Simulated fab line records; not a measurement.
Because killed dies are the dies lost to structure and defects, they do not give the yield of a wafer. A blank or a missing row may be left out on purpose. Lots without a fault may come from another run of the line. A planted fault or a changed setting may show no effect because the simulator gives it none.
A single fault, viewed from 2 desks + flow sky130 + each desk holds nothing but its own numbers, with what lay behind them at the end

## FOR THE TOOL OWNER'S DESK: ilineStepper-02
The tool's own readings at SKY_NWELL_EXPOSE_07 (exposes mask NWM, target cd 840 nm): means of the sampled wafers that have a number, for each lot that ran on this tool. The brackets show how far a lot's mean lies from the usual mean; more than 4 standard deviations puts the lot out of limits, marked OUT.
Columns: A = focusOffsetNm at SKY_NWELL_EXPOSE_07, usual 0.0 nm; B = reticleTempC at SKY_NWELL_EXPOSE_07, usual 22.98 C
| lot  | first seen here | A    | B     |
|------|-----------------|------|-------|
| L877 | day 4 18:23     | -0.3 | 22.91 |
| L886 | day 6 13:30     | -0.1 | 22.97 |
| L887 | day 6 20:12     | 0.0  | 22.97 |
| L888 | day 7 04:34     | -0.7 | 22.95 |
This desk's verdict: no lot among the 4 shows anything out of limits.

## AT THE METROLOGY DESK
Means of the sampled wafers that have a number, per lot and without regard to the tool the lot ran on: this is what the gauges read. The brackets show how far a lot's mean lies from the usual mean; more than 4 standard deviations puts the lot out of limits, marked OUT. Readings shown: 7 of its 8, picked as those furthest out on some lot.
Columns: A = PWDE_OVL at SKY_PWDE_OVL_MEAS_07, usual -0.5 nm; B = PWDE_TW at SKY_PWDE_TW_MEAS_10, usual 371; C = NWELL_00_OVL at SKY_NWELL_OVL_MEAS_10, usual -0.5 nm; D = NWELL_TW at SKY_NWELL_TW_MEAS_15, usual 1802; E = NWELL_01_OVL at SKY_NWELL_OVL_MEAS_23, usual -0.2 nm; F = NWELL_2_TW at SKY_NWELL_TW_MEAS_26, usual 495; G = PWDE_RS at SKY_NWELL_RS_MEAS_31, usual 5269 ohm/sq
| lot  | first seen here | A    | B   | C    | D    | E    | F   | G    |
|------|-----------------|------|-----|------|------|------|-----|------|
| L877 | day 4 08:50     | -3.7 | 378 | 0.8  | 1803 | 1.7  | 502 | 5249 |
| L880 | day 4 16:09     | -1.2 | 379 | 1.9  | 1798 | 2.1  | 492 | 5250 |
| L886 | day 6 03:51     | 1.1  | 366 | -0.8 | 1849 | -0.4 | 505 | 5272 |
| L887 | day 6 09:26     | -0.8 | 367 | 1.4  | 1778 | -0.8 | 504 | 5255 |
| L888 | day 6 18:05     | -0.1 | 365 | -0.4 | 1789 | 1.1  | 504 | 5276 |
| L894 | day 7 21:38     | 0.2  | 369 | -1.0 | 1797 | 1.5  | 487 | 5291 |
| L898 | day 8 22:50     | 1.1  | 380 | 0.1  | 1786 | -2.5 | 501 | 5277 |
This desk's verdict: no lot among the 7 shows anything out of limits.

## ALL TOGETHER
The desk of the tool owner found nothing out of limits.
Nothing out of limits was seen by the metrology desk.

## WHAT THE SIMULATOR PUT IN
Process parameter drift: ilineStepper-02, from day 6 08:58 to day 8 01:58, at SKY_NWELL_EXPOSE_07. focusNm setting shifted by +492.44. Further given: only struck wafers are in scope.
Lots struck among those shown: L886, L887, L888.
